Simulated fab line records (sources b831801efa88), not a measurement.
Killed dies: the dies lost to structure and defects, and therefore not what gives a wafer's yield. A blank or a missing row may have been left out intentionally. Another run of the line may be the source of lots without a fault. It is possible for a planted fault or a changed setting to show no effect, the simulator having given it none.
Which tool did it?    flow gf180mcu    12 lots with 36 wafers sampled at 4 steps, on a route of 602 steps

## WHAT THE GAUGES READ, wafer by wafer
GF_HV_LDD_OVL_MEAS_20. Usual: for HV_LDD_01_OVL the level is 0.7 nm and the standard deviation is 1.3.
lot   measured      on          HV_LDD_01_OVL (nm)  flag
L239  day 11 06:56  overlay-01  1.8 4.0 1.1         
L238  day 11 11:08  overlay-02  -0.3 -0.9 -0.5      
L240  day 11 15:02  overlay-02  1.7 0.6 1.5         
L241  day 12 01:56  overlay-02  1.0 2.5 1.8         
L244  day 12 22:12  overlay-02  1.0 1.6 0.1         
L245  day 13 03:20  overlay-02  0.4 -1.3 -1.2       
L246  day 13 14:05  overlay-02  -0.1 0.6 -0.5       
L247  day 13 20:35  overlay-02  0.7 2.1 1.9         
L248  day 14 04:35  overlay-02  0.0 1.4 0.4         
L249  day 14 11:20  overlay-01  4.0 2.1 1.3         
L250  day 15 01:05  overlay-01  0.7 0.6 0.8         
L251  day 15 10:29  overlay-02  0.1 0.0 0.3         

GF_HV_LDD_TW_MEAS_38. Usual: for HV_LDD_3_TW the level is 1431 and the standard deviation is 18.
lot   measured      on            HV_LDD_3_TW     flag
L239  day 12 02:37  filmMetro-04  1426 1425 1424  
L238  day 12 07:10  filmMetro-01  1457 1465 1469  
L240  day 12 11:41  filmMetro-04  1423 1429 1420  
L241  day 12 22:38  filmMetro-01  1469 1461 1469  
L244  day 13 18:47  filmMetro-04  1435 1439 1438  
L245  day 13 23:49  filmMetro-02  1402 1414 1415  
L246  day 14 11:47  filmMetro-01  1453 1458 1456  
L247  day 14 18:14  filmMetro-04  1419 1423 1420  
L248  day 15 02:46  filmMetro-02  1580 1571 1576  OFF
L249  day 15 08:59  filmMetro-02  1560 1565 1574  OFF
L250  day 15 23:53  filmMetro-04  1594 1603 1596  OFF
L251  day 16 09:31  filmMetro-01  1617 1629 1627  OFF

GF_HV_LDD_RS_MEAS_53: measures by four-point-probe. Usual: for HV_LDD_RS the level is 418.2 ohm/sq and the standard deviation is 0.89.
lot   measured      on            HV_LDD_RS (ohm/sq)  flag
L239  day 12 22:45  filmMetro-04  419.2 419.4 419.6   
L238  day 13 03:12  filmMetro-04  419.2 419.7 418.9   
L240  day 13 07:41  filmMetro-04  419.0 418.4 419.7   
L241  day 13 18:40  filmMetro-02  418.0 420.3 419.4   
L244  day 14 15:47  filmMetro-02  417.0 418.0 416.3   
L245  day 14 21:00  filmMetro-02  418.2 417.8 417.4   
L246  day 15 09:12  filmMetro-02  416.5 416.9 417.2   
L247  day 15 15:46  filmMetro-04  417.0 417.2 418.6   
L248  day 16 00:55  filmMetro-02  426.9 427.8 427.8   OFF
L249  day 16 07:16  filmMetro-02  429.9 427.6 428.6   OFF
L250  day 16 22:49  filmMetro-01  428.7 428.8 428.6   OFF
L251  day 17 08:35  filmMetro-01  429.2 428.6 429.4   OFF

## TOOL THAT RAN EACH LOT (tool first, then ch and the chambers of the sampled wafers, then the start)
lot   GF_HV_LDD_IMPLANT_35
L239  implanter-02 ch 0, day 12 02:13
L238  implanter-01 ch 0, day 12 06:46
L240  implanter-01 ch 0, day 12 11:17
L241  implanter-02 ch 0, day 12 22:15
L244  implanter-01 ch 0, day 13 18:25
L245  implanter-02 ch 0, day 13 23:25
L246  implanter-01 ch 0, day 14 11:22
L247  implanter-04 ch 0, day 14 17:50
L248  implanter-04 ch 0, day 15 02:22
L249  implanter-01 ch 0, day 15 08:35
L250  implanter-02 ch 0, day 15 23:29
L251  implanter-01 ch 0, day 16 09:07
- GF_HV_LDD_IMPLANT_35

## AS READ BY THE TOOLS THEMSELVES (means over the sampled wafers that have a number; for cases with no such wafer, the mark the record gives instead)
GF_HV_LDD_IMPLANT_35. Usual: beamEnergyKeV 60.001, standard deviation 0.018; doseIonsCm2 7.501e+12, standard deviation 9.6e+09; endStationPressureTorr 5.08e-06 Torr, standard deviation 2.6e-07; faradayCurrentUA 42.3, standard deviation 0.87.
lot   tool          beamEnergyKeV  doseIonsCm2  endStationPressureTorr (Torr)  faradayCurrentUA  flag
L239  implanter-02  59.988         7.515e+12    5.17e-06                       42.2              
L238  implanter-01  60.030         7.495e+12    5.33e-06                       42.2              
L240  implanter-01  60.027         7.506e+12    5.04e-06                       42.1              
L241  implanter-02  59.990         7.486e+12    5.07e-06                       42.3              
L244  implanter-01  60.018         7.505e+12    5.09e-06                       41.4              
L245  implanter-02  59.987         7.506e+12    5.20e-06                       41.3              
L246  implanter-01  60.005         7.501e+12    5.16e-06                       42.6              
L247  implanter-04  59.998         7.515e+12    5.10e-06                       42.0              
L248  implanter-04  60.004         7.495e+12    5.06e-06                       42.0              
L249  implanter-01  60.001         7.501e+12    4.98e-06                       43.2              
L250  implanter-02  59.990         7.510e+12    5.12e-06                       42.1              
L251  implanter-01  59.983         7.503e+12    5.17e-06                       43.1              

## THE ANSWER, worked out from the rows above alone
Rule: lot off if the mean of its wafers having a number is beyond 3 standard deviations from the usual mean. A lot without any number at a reading at which 4 lots or more have one is off too. The other lots that the step has rows for count as sound. After the gauges, taken in route order, come the tools' own readings; for these a lot's mean is taken, as printed above. At the first step where some lot is off, the reading lying furthest off is the one used; lots without a number count as furthest.
Off: L248, L249, L250, L251, at GF_HV_LDD_TW_MEAS_38 (HV_LDD_3_TW).
If a tool, at a process step before that reading, ran all the lots that are off and no sound lot after the first of them, it fits. Those tools and the gauges at GF_HV_LDD_TW_MEAS_38 are tried in the same way. Of those tried, none fits.

## WHAT THE SIMULATOR HAD PUT IN
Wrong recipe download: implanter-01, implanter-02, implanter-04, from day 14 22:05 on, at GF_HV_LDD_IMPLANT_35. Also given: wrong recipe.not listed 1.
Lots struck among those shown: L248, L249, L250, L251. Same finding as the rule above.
